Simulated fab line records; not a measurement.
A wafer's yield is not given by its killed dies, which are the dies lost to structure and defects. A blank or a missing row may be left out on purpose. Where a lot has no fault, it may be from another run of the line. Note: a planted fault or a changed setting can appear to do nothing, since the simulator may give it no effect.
Problem report in the 8D (eight disciplines) form, filled by code + flow gf180mcu + the parts of the form that need people (team, actions taken, sign-off) are left out

## 1. WHAT WENT WRONG
At GF_M1_EXPOSE_11, exposure_dose_mJ_cm2 averages 27.45 over 6 wafers from 2 lots, while fault-free wafers read 27.94, standard deviation 0.071. That puts it -6.9 standard deviations away from the usual mean.
The step: exposes mask Metal1, target cd 230 nm.
The first sign was on wafer L537.1 at day 21 09:10, on krf_scanner-02. At this step, 39 wafers from 13 lots have a number in the record. By rule, "out" or "out of limits" means more than 4 standard deviations away from the usual mean. Any other wafer with a number is counted as sound.

## 2. WHAT THIS IS AND IS NOT
| question                    | is                     | is not                                                                          |
|-----------------------------|------------------------|---------------------------------------------------------------------------------|
| which readings at this step | exposure_dose_mJ_cm2   | -                                                                               |
| which lots                  | L537, L539             | L524, L525, L527, L528, L529, L530, L534, L536, L540, L541, L547                |
| which wafers of those lots  | all that have a number | -                                                                               |
| read on which tools         | krf_scanner-02         | krf_scanner-01                                                                  |
| when                        | from day 21 09:10      | up to then (24 sound wafers); but 9 sound wafers of L540, L541, L547 came after |

## 3. SUSPECTS, AND WHAT RULES EACH OUT
Counting: a tool at a process step up to the reading stays a suspect if it ran every lot that is out and no sound lot after the first of them.
- krf_scanner-02 at GF_M1_EXPOSE_11 (exposes mask Metal1, target cd 230 nm): kept. It processed each lot that is out, first L537 at day 21 09:10, and no sound lot thereafter; up to then, the last sound lot it processed was L536 at day 21 04:09. Its own exposure_dose_mJ_cm2 readings are out on those wafers.
After counting, what remains is krf_scanner-02 at GF_M1_EXPOSE_11.

## 4. THE CAUSE (what the simulator had put in)
Process parameter drift: krf_scanner-02, from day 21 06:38 on, at GF_M1_EXPOSE_11. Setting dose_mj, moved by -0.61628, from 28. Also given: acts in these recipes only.
After counting, this tool was the only one left.

## 5. THE CHAIN OF EFFECTS, in route order
One row per reading whose mean, taken over the struck wafers that have a number, lies over 3 standard deviations from the usual. Only readings whose record carries a usual standard deviation are examined. hours: median over the lots of the time between each lot's start at the first step of this table that gives one and its start at this step. sigmas: the change, counted in usual standard deviations.
| hours | step            | reading              | usual | on struck wafers | change | sigmas |
|-------|-----------------|----------------------|-------|------------------|--------|--------|
| 0     | GF_M1_EXPOSE_11 | exposure_dose_mJ_cm2 | 27.94 | 27.45            | -0.49  | -6.9   |
Its process steps:
- GF_M1_EXPOSE_11: exposes mask Metal1, target cd 230 nm.

## 6. HOW IT WOULD HAVE BEEN CAUGHT EARLIER
In this record no reading fell out of limits until day 21 09:10, 3 hours after the fault had begun at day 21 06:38.
